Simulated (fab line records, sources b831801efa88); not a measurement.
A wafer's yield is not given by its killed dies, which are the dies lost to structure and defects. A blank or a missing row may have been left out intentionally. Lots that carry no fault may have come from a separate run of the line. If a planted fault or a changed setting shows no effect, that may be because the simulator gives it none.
fab line records / flow sky130
record lots=5 wafers=15 last-day=50
route steps=708 shown POLY_GATE@219 PAD_OPEN@708
lots untouched by any fault: they come from a run of this same line in which no faults occurred
start-h: start of the lot's first displayed wafer, in hours after the record's first day / wait-h: hours elapsed since this lot's preceding step / " as in the row above / L1.1+2: a row that stands for several wafers / - value missing, or start not given / * or withheld: withheld / < > ~ a bound
route shown NAME@n: NAME is a module with steps in the file, n the number in the route of the first one / usual: mean and standard deviation over wafers with no fault / same: alike in all rows / chamber/n: place in a boat / sites: per-site readings / _std_site: standard deviation across them / _edge_site: the outer-site mean with the inner-site mean subtracted / radius-mm: how far each site lies from the wafer's centre / mask NAME#n: copy n / behind: the most recent tool/chamber to have shaped the wafer / hold: why the lot went on hold/how many hours it stayed there/how the hold came to an end / device: the transistor (n, p or np) that didn't switch / end of line: the tests these same wafers got at the end of their route / a step without rows: its recipe alone / killed: not the wafer's yield, but the dies lost to structure and defects at the first sort / map: a wafer's dies, x killed, . not, _ none there
set.NAME: setting as actually run; set.NAME@STEP: the setting as run at that earlier step / model.NAME: the simulator's own value behind a step, which no gauge read
certain route steps with their lots: each step a table, each wafer a row
services: a tool's chamber out of use, with start hour (start-h, from the record's first day; less than 0 if before it), hours out, and reason
## steps
# step SKY_POLY_GATE_DEHYDRATE_05
# recipe temp-c=200 time-s=60
# step SKY_POLY_GATE_HMDS_06
# recipe prime-time-s=60 prime-temp-c=120
# step SKY_POLY_GATE_COAT_07
# recipe resist=BARC temp-c=withheld time-s=withheld spin-rpm=3000 resist-thk-nm=110
# step SKY_POLY_GATE_COAT_08
# recipe resist=KrF-thick spin-rpm=3000 resist-thk-nm=450
# step SKY_POLY_GATE_SOFTBAKE_09
# recipe temp-c=100 time-s=90 resist=KrF-thick
# step SKY_POLY_GATE_EXPOSE_10
# recipe mask-id=P1M na=0.68 source-shape=conventional sigma-outer=0.6 target-cd-nm=150 dose-mj=28
# step SKY_POLY_GATE_PEB_11
# recipe peb-temp-c=withheld peb-time-s=withheld resist=KrF-thick
# step SKY_POLY_GATE_DEVELOP_12
# recipe develop-time-s=60 resist=KrF-thick dev-temp-c=20.47
# step SKY_POLY_GATE_CD_MEAS_13
# recipe target-cd-nm=150
# usual cd-nm=151.0/1.5
lot.wafer=L222.2 tool=cd-sem-01 chamber=- start-h=426.66 wait-h=- cd-nm=150.5
lot.wafer=L222.3 tool=cd-sem-01 chamber=- start-h=426.66 wait-h=- cd-nm=148.8
lot.wafer=L222.6 tool=cd-sem-01 chamber=- start-h=426.66 wait-h=- cd-nm=149.1
lot.wafer=L227.3 tool=cd-sem-01 chamber=- start-h=478.33 wait-h=- cd-nm=151.6
lot.wafer=L227.4 tool=cd-sem-01 chamber=- start-h=478.33 wait-h=- cd-nm=152.6
lot.wafer=L227.5 tool=cd-sem-01 chamber=- start-h=478.33 wait-h=- cd-nm=151.7
lot.wafer=L235.2 tool=cd-sem-02 chamber=- start-h=541.31 wait-h=- cd-nm=150.4
lot.wafer=L235.3 tool=cd-sem-02 chamber=- start-h=541.31 wait-h=- cd-nm=152.1
lot.wafer=L235.5 tool=cd-sem-02 chamber=- start-h=541.31 wait-h=- cd-nm=151.3
lot.wafer=L236.2 tool=cd-sem-01 chamber=- start-h=551.69 wait-h=- cd-nm=153.2
lot.wafer=L236.3 tool=cd-sem-01 chamber=- start-h=551.69 wait-h=- cd-nm=152.8
lot.wafer=L236.5 tool=cd-sem-01 chamber=- start-h=551.69 wait-h=- cd-nm=154.0
lot.wafer=L238.2 tool=cd-sem-02 chamber=- start-h=567.81 wait-h=- cd-nm=150.9
lot.wafer=L238.4 tool=cd-sem-02 chamber=- start-h=567.81 wait-h=- cd-nm=150.3
lot.wafer=L238.6 tool=cd-sem-02 chamber=- start-h=567.81 wait-h=- cd-nm=151.0
# step SKY_POLY_GATE_OVL_MEAS_14
# usual POLY_GATE_OVL=1/6.2
lot.wafer=L222.2 tool=overlay-01 chamber=- start-h=426.77 wait-h=0.1 POLY_GATE_OVL[nm]=-11
lot.wafer=L222.3 tool=overlay-01 chamber=- start-h=426.77 wait-h=0.1 POLY_GATE_OVL[nm]=1
lot.wafer=L222.6 tool=overlay-01 chamber=- start-h=426.77 wait-h=0.1 POLY_GATE_OVL[nm]=0
lot.wafer=L227.3 tool=overlay-02 chamber=- start-h=478.43 wait-h=0.1 POLY_GATE_OVL[nm]=-5
lot.wafer=L227.4 tool=overlay-02 chamber=- start-h=478.43 wait-h=0.1 POLY_GATE_OVL[nm]=-3
lot.wafer=L227.5 tool=overlay-02 chamber=- start-h=478.43 wait-h=0.1 POLY_GATE_OVL[nm]=-2
lot.wafer=L235.2 tool=overlay-02 chamber=- start-h=541.42 wait-h=0.1 POLY_GATE_OVL[nm]=-6
lot.wafer=L235.3 tool=overlay-02 chamber=- start-h=541.42 wait-h=0.1 POLY_GATE_OVL[nm]=0
lot.wafer=L235.5 tool=overlay-02 chamber=- start-h=541.42 wait-h=0.1 POLY_GATE_OVL[nm]=0
lot.wafer=L236.2 tool=overlay-02 chamber=- start-h=551.79 wait-h=0.1 POLY_GATE_OVL[nm]=-1
lot.wafer=L236.3 tool=overlay-02 chamber=- start-h=551.79 wait-h=0.1 POLY_GATE_OVL[nm]=-8
lot.wafer=L236.5 tool=overlay-02 chamber=- start-h=551.79 wait-h=0.1 POLY_GATE_OVL[nm]=0
lot.wafer=L238.2 tool=overlay-02 chamber=- start-h=567.92 wait-h=0.1 POLY_GATE_OVL[nm]=-4
lot.wafer=L238.4 tool=overlay-02 chamber=- start-h=567.92 wait-h=0.1 POLY_GATE_OVL[nm]=0
lot.wafer=L238.6 tool=overlay-02 chamber=- start-h=567.92 wait-h=0.1 POLY_GATE_OVL[nm]=1
# step SKY_POLY_GATE_ETCH_15
# recipe chemistry=N2/H2 target=BARC ion-energy-ev=200 source-w=500 bias-w=100 pressure-mtorr=30 n2-flow-sccm=100 h2-flow-sccm=200 stop-on=SiO2 time-s=118.5 target-depth-a=1100
# usual drypump-motor-current-A=5.9/0.42 oes-product-au=0.716/0.005 run-length-s=146.6/0.44 throttle-valve-pct=13.213/0.01
# same time-s=118.5
lot.wafer=L222.2 tool=rie-diel-04 chamber=3 start-h=426.80 wait-h=0.0 drypump-motor-current-A=5.2 oes-product-au=0.717 rf-hours-counter-h=56 run-length-s=146.3 throttle-valve-pct=13.220
lot.wafer=L222.3 tool=rie-diel-04 chamber=2 start-h=426.80 wait-h=0.0 drypump-motor-current-A=6.2 oes-product-au=0.715 rf-hours-counter-h=32 run-length-s=146.6 throttle-valve-pct=13.216
lot.wafer=L222.6 tool=rie-diel-04 chamber=2 start-h=426.80 wait-h=0.0 drypump-motor-current-A=6.3 oes-product-au=0.724 rf-hours-counter-h=- run-length-s=146.5 throttle-valve-pct=13.217
lot.wafer=L227.3 tool=rie-diel-04 chamber=3 start-h=478.45 wait-h=0.0 drypump-motor-current-A=5.2 oes-product-au=0.713 rf-hours-counter-h=57 run-length-s=146.3 throttle-valve-pct=13.193
lot.wafer=L227.4 tool=rie-diel-04 chamber=2 start-h=478.45 wait-h=0.0 drypump-motor-current-A=6.3 oes-product-au=0.710 rf-hours-counter-h=34 run-length-s=146.5 throttle-valve-pct=13.230
lot.wafer=L227.5 tool=rie-diel-04 chamber=0 start-h=478.45 wait-h=0.0 drypump-motor-current-A=6.0 oes-product-au=0.722 rf-hours-counter-h=- run-length-s=146.2 throttle-valve-pct=13.214
lot.wafer=L235.2 tool=rie-diel-02 chamber=0 start-h=541.45 wait-h=0.0 drypump-motor-current-A=6.3 oes-product-au=0.713 rf-hours-counter-h=7 run-length-s=146.6 throttle-valve-pct=13.204
lot.wafer=L235.3 tool=rie-diel-02 chamber=1 start-h=541.45 wait-h=0.0 drypump-motor-current-A=5.8 oes-product-au=0.722 rf-hours-counter-h=19 run-length-s=146.9 throttle-valve-pct=13.215
lot.wafer=L235.5 tool=rie-diel-02 chamber=0 start-h=541.45 wait-h=0.0 drypump-motor-current-A=6.3 oes-product-au=0.721 rf-hours-counter-h=- run-length-s=146.5 throttle-valve-pct=13.221
lot.wafer=L236.2 tool=rie-diel-02 chamber=3 start-h=551.82 wait-h=0.0 drypump-motor-current-A=5.2 oes-product-au=0.712 rf-hours-counter-h=0 run-length-s=147.3 throttle-valve-pct=13.205
lot.wafer=L236.3 tool=rie-diel-02 chamber=2 start-h=551.82 wait-h=0.0 drypump-motor-current-A=5.9 oes-product-au=0.716 rf-hours-counter-h=13 run-length-s=147.2 throttle-valve-pct=13.220
lot.wafer=L236.5 tool=rie-diel-02 chamber=3 start-h=551.82 wait-h=0.0 drypump-motor-current-A=5.2 oes-product-au=0.718 rf-hours-counter-h=- run-length-s=147.0 throttle-valve-pct=13.226
lot.wafer=L238.2 tool=rie-diel-04 chamber=0 start-h=567.95 wait-h=0.0 drypump-motor-current-A=5.9 oes-product-au=0.710 rf-hours-counter-h=10 run-length-s=146.4 throttle-valve-pct=13.219
lot.wafer=L238.4 tool=rie-diel-04 chamber=3 start-h=567.95 wait-h=0.0 drypump-motor-current-A=5.2 oes-product-au=0.715 rf-hours-counter-h=59 run-length-s=146.2 throttle-valve-pct=13.205
lot.wafer=L238.6 tool=rie-diel-04 chamber=3 start-h=567.95 wait-h=0.0 drypump-motor-current-A=5.1 oes-product-au=0.713 rf-hours-counter-h=- run-length-s=146.1 throttle-valve-pct=13.212
# step SKY_POLY_GATE_ETCH_16
# recipe stop-on=poly-Si chemistry=CH3F/O2 target=Si3N4 source-w=400 bias-w=80 pressure-mtorr=25 ch3f-flow-sccm=40 O2_flow_sccm=30 time-s=147.5 target-depth-a=750
# usual drypump-motor-current-A=5.9/0.42 oes-product-au=0.640/0.0049 run-length-s=175.6/0.47 throttle-valve-pct=10.535/0.009
# same time-s=147.5
lot.wafer=L222.2 tool=rie-diel-04 chamber=3 start-h=426.88 wait-h=0.0 drypump-motor-current-A=5.1 oes-product-au=0.637 rf-hours-counter-h=56 run-length-s=175.6 throttle-valve-pct=10.545
lot.wafer=L222.3 tool=rie-diel-04 chamber=2 start-h=426.88 wait-h=0.0 drypump-motor-current-A=6.3 oes-product-au=0.637 rf-hours-counter-h=32 run-length-s=176.0 throttle-valve-pct=10.530
lot.wafer=L222.6 tool=rie-diel-04 chamber=2 start-h=426.88 wait-h=0.0 drypump-motor-current-A=6.2 oes-product-au=0.639 rf-hours-counter-h=- run-length-s=176.2 throttle-valve-pct=10.543
lot.wafer=L227.3 tool=rie-diel-04 chamber=3 start-h=478.53 wait-h=0.0 drypump-motor-current-A=5.2 oes-product-au=0.646 rf-hours-counter-h=58 run-length-s=175.8 throttle-valve-pct=10.528
lot.wafer=L227.4 tool=rie-diel-04 chamber=2 start-h=478.53 wait-h=0.0 drypump-motor-current-A=6.2 oes-product-au=0.646 rf-hours-counter-h=34 run-length-s=176.1 throttle-valve-pct=10.529
lot.wafer=L227.5 tool=rie-diel-04 chamber=0 start-h=478.53 wait-h=0.0 drypump-motor-current-A=5.9 oes-product-au=0.641 rf-hours-counter-h=- run-length-s=175.1 throttle-valve-pct=10.541
lot.wafer=L235.2 tool=rie-diel-02 chamber=0 start-h=541.53 wait-h=0.0 drypump-motor-current-A=6.2 oes-product-au=0.647 rf-hours-counter-h=7 run-length-s=175.6 throttle-valve-pct=10.527
lot.wafer=L235.3 tool=rie-diel-02 chamber=1 start-h=541.53 wait-h=0.0 drypump-motor-current-A=5.8 oes-product-au=0.639 rf-hours-counter-h=20 run-length-s=176.0 throttle-valve-pct=10.535
lot.wafer=L235.5 tool=rie-diel-02 chamber=0 start-h=541.53 wait-h=0.0 drypump-motor-current-A=6.2 oes-product-au=0.634 rf-hours-counter-h=- run-length-s=175.5 throttle-valve-pct=10.519
lot.wafer=L236.2 tool=rie-diel-02 chamber=3 start-h=551.91 wait-h=0.0 drypump-motor-current-A=5.1 oes-product-au=0.640 rf-hours-counter-h=0 run-length-s=176.3 throttle-valve-pct=10.530
lot.wafer=L236.3 tool=rie-diel-02 chamber=2 start-h=551.91 wait-h=0.0 drypump-motor-current-A=5.9 oes-product-au=0.629 rf-hours-counter-h=13 run-length-s=176.0 throttle-valve-pct=10.533
lot.wafer=L236.5 tool=rie-diel-02 chamber=3 start-h=551.91 wait-h=0.0 drypump-motor-current-A=5.1 oes-product-au=0.634 rf-hours-counter-h=- run-length-s=175.8 throttle-valve-pct=10.535
lot.wafer=L238.2 tool=rie-diel-04 chamber=0 start-h=568.03 wait-h=0.0 drypump-motor-current-A=5.9 oes-product-au=0.637 rf-hours-counter-h=10 run-length-s=175.3 throttle-valve-pct=10.529
lot.wafer=L238.4 tool=rie-diel-04 chamber=3 start-h=568.03 wait-h=0.0 drypump-motor-current-A=5.1 oes-product-au=0.636 rf-hours-counter-h=60 run-length-s=175.4 throttle-valve-pct=10.540
lot.wafer=L238.6 tool=rie-diel-04 chamber=3 start-h=568.03 wait-h=0.0 drypump-motor-current-A=5.2 oes-product-au=0.646 rf-hours-counter-h=- run-length-s=175.3 throttle-valve-pct=10.528
# step SKY_POLY_GATE_ETCH_17
# recipe target-depth-nm=180 stop-on=SiO2 over-etch-frac=0.56667 chemistry=HBr/Cl2 target=poly-Si icp-w=400 bias-w=100 pressure-mtorr=10 HBr_flow_sccm=150 Cl2_flow_sccm=50 time-s=70.5
# usual drypump-motor-current-A=5.7/0.39 oes-product-au=0.989/0.0059 run-length-s=99.0/0.39 throttle-valve-pct=33.685/0.0086
lot.wafer=L222.2 tool=rie-si-01 chamber=3 start-h=426.98 wait-h=0.0 drypump-motor-current-A=5.3 oes-product-au=0.986 rf-hours-counter-h=3 run-length-s=99.7 throttle-valve-pct=33.680 model.KrF-thick_of_POLY_GATE_COAT_08.thk-nm=139 model.SiO2_of_SONOS_ONO_CVD_04.thk-nm=4.235
lot.wafer=L222.3 tool=rie-si-01 chamber=0 start-h=426.98 wait-h=0.0 drypump-motor-current-A=5.9 oes-product-au=0.983 rf-hours-counter-h=5 run-length-s=99.2 throttle-valve-pct=33.685 model.KrF-thick_of_POLY_GATE_COAT_08.thk-nm=134.5 model.SiO2_of_SONOS_ONO_CVD_04.thk-nm=4.267
lot.wafer=L222.6 tool=rie-si-01 chamber=0 start-h=426.98 wait-h=0.0 drypump-motor-current-A=5.9 oes-product-au=0.993 rf-hours-counter-h=- run-length-s=98.6 throttle-valve-pct=33.699 model.KrF-thick_of_POLY_GATE_COAT_08.thk-nm=137 model.SiO2_of_SONOS_ONO_CVD_04.thk-nm=4.343
lot.wafer=L227.3 tool=rie-si-01 chamber=1 start-h=478.63 wait-h=0.0 drypump-motor-current-A=6.1 oes-product-au=1.003 rf-hours-counter-h=5 run-length-s=99.0 throttle-valve-pct=33.665 model.KrF-thick_of_POLY_GATE_COAT_08.thk-nm=141.7 model.SiO2_of_SONOS_ONO_CVD_04.thk-nm=4.089
lot.wafer=L227.4 tool=rie-si-01 chamber=3 start-h=478.63 wait-h=0.0 drypump-motor-current-A=5.4 oes-product-au=0.967 rf-hours-counter-h=3 run-length-s=102.9 throttle-valve-pct=33.694 model.KrF-thick_of_POLY_GATE_COAT_08.thk-nm=130.9 model.SiO2_of_SONOS_ONO_CVD_04.thk-nm=3.929
lot.wafer=L227.5 tool=rie-si-01 chamber=2 start-h=478.63 wait-h=0.0 drypump-motor-current-A=5.4 oes-product-au=0.994 rf-hours-counter-h=- run-length-s=99.1 throttle-valve-pct=33.705 model.KrF-thick_of_POLY_GATE_COAT_08.thk-nm=138.3 model.SiO2_of_SONOS_ONO_CVD_04.thk-nm=4.149
lot.wafer=L235.2 tool=rie-si-01 chamber=1 start-h=541.63 wait-h=0.0 drypump-motor-current-A=6.1 oes-product-au=0.989 rf-hours-counter-h=5 run-length-s=98.9 throttle-valve-pct=33.682 model.KrF-thick_of_POLY_GATE_COAT_08.thk-nm=143 model.SiO2_of_SONOS_ONO_CVD_04.thk-nm=4.107
lot.wafer=L235.3 tool=rie-si-01 chamber=3 start-h=541.63 wait-h=0.0 drypump-motor-current-A=5.4 oes-product-au=0.982 rf-hours-counter-h=3 run-length-s=99.0 throttle-valve-pct=33.684 model.KrF-thick_of_POLY_GATE_COAT_08.thk-nm=143.6 model.SiO2_of_SONOS_ONO_CVD_04.thk-nm=4.208
lot.wafer=L235.5 tool=rie-si-01 chamber=1 start-h=541.63 wait-h=0.0 drypump-motor-current-A=6.1 oes-product-au=0.987 rf-hours-counter-h=- run-length-s=99.1 throttle-valve-pct=33.680 model.KrF-thick_of_POLY_GATE_COAT_08.thk-nm=145.2 model.SiO2_of_SONOS_ONO_CVD_04.thk-nm=4.083
lot.wafer=L236.2 tool=rie-si-02 chamber=1 start-h=552.01 wait-h=0.0 drypump-motor-current-A=5.2 oes-product-au=0.986 rf-hours-counter-h=41 run-length-s=99.1 throttle-valve-pct=33.682 model.KrF-thick_of_POLY_GATE_COAT_08.thk-nm=137.9 model.SiO2_of_SONOS_ONO_CVD_04.thk-nm=4.19
lot.wafer=L236.3 tool=rie-si-02 chamber=0 start-h=552.01 wait-h=0.0 drypump-motor-current-A=5.6 oes-product-au=0.991 rf-hours-counter-h=0 run-length-s=98.6 throttle-valve-pct=33.681 model.KrF-thick_of_POLY_GATE_COAT_08.thk-nm=139.2 model.SiO2_of_SONOS_ONO_CVD_04.thk-nm=4.166
lot.wafer=L236.5 tool=rie-si-02 chamber=3 start-h=552.01 wait-h=0.0 drypump-motor-current-A=5.2 oes-product-au=0.984 rf-hours-counter-h=- run-length-s=99.5 throttle-valve-pct=33.692 model.KrF-thick_of_POLY_GATE_COAT_08.thk-nm=137.4 model.SiO2_of_SONOS_ONO_CVD_04.thk-nm=4.23
lot.wafer=L238.2 tool=rie-si-02 chamber=3 start-h=568.13 wait-h=0.0 drypump-motor-current-A=5.2 oes-product-au=0.997 rf-hours-counter-h=2 run-length-s=99.5 throttle-valve-pct=33.689 model.KrF-thick_of_POLY_GATE_COAT_08.thk-nm=138.2 model.SiO2_of_SONOS_ONO_CVD_04.thk-nm=4.219
lot.wafer=L238.4 tool=rie-si-02 chamber=0 start-h=568.13 wait-h=0.0 drypump-motor-current-A=5.6 oes-product-au=0.986 rf-hours-counter-h=- run-length-s=98.7 throttle-valve-pct=33.681 model.KrF-thick_of_POLY_GATE_COAT_08.thk-nm=140.6 model.SiO2_of_SONOS_ONO_CVD_04.thk-nm=4.257
lot.wafer=L238.6 tool=rie-si-02 chamber=3 start-h=568.13 wait-h=0.0 drypump-motor-current-A=5.2 oes-product-au=0.986 rf-hours-counter-h=- run-length-s=99.4 throttle-valve-pct=33.690 model.KrF-thick_of_POLY_GATE_COAT_08.thk-nm=139.8 model.SiO2_of_SONOS_ONO_CVD_04.thk-nm=4.126
# step SKY_POLY_GATE_STRIP_18
# recipe chemistry=O2/N2 power-w=1400 pressure-mtorr=1500 platen-temp-c=withheld o2-flow-sccm=3000 n2-flow-sccm=300 overash-fraction=0.5
# usual drypump-motor-current-A=5.9/0.31 o2-flow-sccm=2998/8.7 oes-product-au=0.360/0.0052 strip-time-to-endpoint-s=3.164/0.028
lot.wafer=L222.2 tool=plasma-asher-01 chamber=1 start-h=427.03 wait-h=0.0 drypump-motor-current-A=5.9 o2-flow-sccm=3000 oes-product-au=0.361 rf-hours-counter-h=31 strip-time-to-endpoint-s=3.148
lot.wafer=L222.3 tool=plasma-asher-01 chamber=0 start-h=427.03 wait-h=0.0 drypump-motor-current-A=5.7 o2-flow-sccm=3001 oes-product-au=0.358 rf-hours-counter-h=- strip-time-to-endpoint-s=3.122
lot.wafer=L222.6 tool=plasma-asher-01 chamber=0 start-h=427.03 wait-h=0.0 drypump-motor-current-A=5.7 o2-flow-sccm=2996 oes-product-au=0.357 rf-hours-counter-h=- strip-time-to-endpoint-s=3.140
lot.wafer=L227.3 tool=plasma-asher-03 chamber=0 start-h=478.72 wait-h=0.1 drypump-motor-current-A=6.1 o2-flow-sccm=2998 oes-product-au=0.366 rf-hours-counter-h=- strip-time-to-endpoint-s=3.180
lot.wafer=L227.4 tool=plasma-asher-03 chamber=1 start-h=478.72 wait-h=0.1 drypump-motor-current-A=6.5 o2-flow-sccm=2995 oes-product-au=0.362 rf-hours-counter-h=- strip-time-to-endpoint-s=3.074
lot.wafer=L227.5 tool=plasma-asher-03 chamber=0 start-h=478.72 wait-h=0.1 drypump-motor-current-A=6.1 o2-flow-sccm=2988 oes-product-au=0.364 rf-hours-counter-h=- strip-time-to-endpoint-s=3.132
lot.wafer=L235.2 tool=plasma-asher-03 chamber=0 start-h=541.68 wait-h=0.0 drypump-motor-current-A=6.1 o2-flow-sccm=3006 oes-product-au=0.360 rf-hours-counter-h=81 strip-time-to-endpoint-s=3.202
lot.wafer=L235.3 tool=plasma-asher-03 chamber=0 start-h=541.68 wait-h=0.0 drypump-motor-current-A=6.1 o2-flow-sccm=3010 oes-product-au=0.361 rf-hours-counter-h=- strip-time-to-endpoint-s=3.211
lot.wafer=L235.5 tool=plasma-asher-03 chamber=1 start-h=541.68 wait-h=0.0 drypump-motor-current-A=6.5 o2-flow-sccm=2998 oes-product-au=0.365 rf-hours-counter-h=- strip-time-to-endpoint-s=3.238
lot.wafer=L236.2 tool=plasma-asher-01 chamber=0 start-h=552.06 wait-h=0.0 drypump-motor-current-A=5.7 o2-flow-sccm=2981 oes-product-au=0.359 rf-hours-counter-h=47 strip-time-to-endpoint-s=3.155
lot.wafer=L236.3 tool=plasma-asher-01 chamber=0 start-h=552.06 wait-h=0.0 drypump-motor-current-A=5.7 o2-flow-sccm=2974 oes-product-au=0.367 rf-hours-counter-h=- strip-time-to-endpoint-s=3.168
lot.wafer=L236.5 tool=plasma-asher-01 chamber=0 start-h=552.06 wait-h=0.0 drypump-motor-current-A=5.7 o2-flow-sccm=2983 oes-product-au=0.354 rf-hours-counter-h=- strip-time-to-endpoint-s=3.142
lot.wafer=L238.2 tool=plasma-asher-03 chamber=1 start-h=568.19 wait-h=0.0 drypump-motor-current-A=6.5 o2-flow-sccm=2997 oes-product-au=0.359 rf-hours-counter-h=83 strip-time-to-endpoint-s=3.126
lot.wafer=L238.4 tool=plasma-asher-03 chamber=1 start-h=568.19 wait-h=0.0 drypump-motor-current-A=6.4 o2-flow-sccm=2991 oes-product-au=0.360 rf-hours-counter-h=- strip-time-to-endpoint-s=3.162
lot.wafer=L238.6 tool=plasma-asher-03 chamber=0 start-h=568.19 wait-h=0.0 drypump-motor-current-A=6.1 o2-flow-sccm=2992 oes-product-au=0.350 rf-hours-counter-h=- strip-time-to-endpoint-s=3.162
# step SKY_PAD_OPEN_PROBE_99
# usual killed_at_M0_to_M3=43/7.3 killed_at_M4_up=3.1/1.8 killed-at-contacts=24/5.4 killed-at-front-end=15/4.1 killed-at-other=0.2/0.52 killed-dies=86/10 killed-open=47/7.3 killed-short=39/6.4
# same gross-dies=492 killed-at-back-side=0
lot.wafer=L236.2 tool=prober-02 chamber=- start-h=1190.68 wait-h=0.1 killed_at_M0_to_M3=34 killed_at_M4_up=7 killed-at-contacts=24 killed-at-front-end=21 killed-at-other=0 killed-dies=86 killed-open=53 killed-short=33
lot.wafer=L236.3 tool=prober-02 chamber=- start-h=1190.73 wait-h=0.2 killed_at_M0_to_M3=51 killed_at_M4_up=7 killed-at-contacts=27 killed-at-front-end=14 killed-at-other=0 killed-dies=99 killed-open=51 killed-short=48
lot.wafer=L236.5 tool=prober-02 chamber=- start-h=1190.83 wait-h=0.2 killed_at_M0_to_M3=39 killed_at_M4_up=7 killed-at-contacts=32 killed-at-front-end=21 killed-at-other=0 killed-dies=99 killed-open=46 killed-short=53
# killed by level:class
L236.2 VIA1:geometric-particle:open=12 LI_CONTACT:geometric-particle:open=11 VIA3:geometric-particle:open=7 FIELD_ISO:geometric-particle:open=6 CONTACT:geometric-particle:open=6 METAL1:geometric-particle:short=6 FIELD_ISO:geometric-particle:short=3 METAL4:geometric-particle:short=3
L236.3 VIA1:geometric-particle:open=16 CONTACT:geometric-particle:open=10 METAL1:geometric-particle:short=8 POLY_GATE:geometric-particle:short=6 LI_CONTACT:geometric-particle:open=6 VIA3:geometric-particle:open=6 VIA1:geometric-particle:short=6 POLY_GATE:geometric-particle:open=5
L236.5 CONTACT:geometric-particle:open=13 CONTACT:geometric-particle:short=8 VIA1:geometric-particle:open=7 METAL4:geometric-particle:short=6 LOCAL_INTERCONNECT:geometric-particle:short=6 VIA3:geometric-particle:open=6 METAL2:geometric-particle:short=5 VIA1:geometric-particle:short=5
## services
tool=rie-diel-04 chamber=2 start-h=403.37 hours=9.3 kind=repair
tool=rie-si-02 chamber=2 start-h=413.64 hours=4.3 kind=repair
tool=rie-si-02 chamber=0 start-h=414.22 hours=3.6 kind=repair
tool=rie-si-02 chamber=- start-h=415.39 hours=14.6 kind=pm
tool=rie-diel-02 chamber=2 start-h=431.39 hours=5.6 kind=repair
tool=rie-si-02 chamber=2 start-h=437.99 hours=2.3 kind=repair
tool=plasma-asher-01 chamber=- start-h=450.94 hours=0.7 kind=repair
tool=rie-diel-02 chamber=0 start-h=454.12 hours=8.2 kind=repair
tool=rie-diel-02 chamber=2 start-h=460.60 hours=13.2 kind=repair
tool=plasma-asher-03 chamber=- start-h=460.92 hours=0.6 kind=repair
tool=rie-diel-02 chamber=3 start-h=468.56 hours=12.7 kind=repair
tool=rie-si-02 chamber=- start-h=469.94 hours=2.8 kind=pm
tool=rie-diel-04 chamber=1 start-h=483.59 hours=7.1 kind=repair
tool=rie-diel-04 chamber=0 start-h=490.33 hours=7.0 kind=repair
tool=plasma-asher-03 chamber=- start-h=503.55 hours=15.6 kind=pm
tool=rie-diel-02 chamber=3 start-h=504.67 hours=- kind=clean
tool=rie-diel-02 chamber=3 start-h=504.67 hours=14.8 kind=scheduled-down
tool=rie-diel-02 chamber=3 start-h=504.67 hours=14.8 kind=vent-cycle
tool=plasma-asher-01 chamber=- start-h=506.51 hours=0.8 kind=repair
tool=rie-diel-04 chamber=0 start-h=511.23 hours=1.3 kind=repair
tool=rie-diel-02 chamber=0 start-h=515.72 hours=7.7 kind=repair
tool=rie-si-01 chamber=2 start-h=554.52 hours=1.6 kind=repair
tool=rie-diel-02 chamber=1 start-h=563.98 hours=8.9 kind=repair
tool=rie-diel-02 chamber=3 start-h=566.14 hours=76.6 kind=repair
## key
first-sign step=SKY_POLY_GATE_ETCH_17 reading=run-length-s direction=up sigmas=10 usual=* struck=*
effect step=SKY_POLY_GATE_ETCH_17 reading=oes-product-au direction=down sigmas=3.6 usual=0.989 struck=0.967
model-effect step=SKY_POLY_GATE_ETCH_17 value=KrF-thick_of_POLY_GATE_COAT_08.thk-nm without=135.7 struck=130.9
met-at SKY_POLY_GATE_ETCH_17
struck-wafers L227.4
tester-left-out L227
onset-between 426.98 478.63
fault kind=process-parameter-drift tool=rie-si-01 chamber=3 onset-h=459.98 steps=SKY_POLY_GATE_ETCH_17 channel=time-s offset=* shape=step end-h=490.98 acts-in=* stated=*
# tester-left-out: of these lots the tester's yield and bins aren't shown, on N5 and GAA mostly nor the transistor test; their killed dies are dies lost to structure and defects alone, not to doping, threshold or leakage, so they don't give the yield
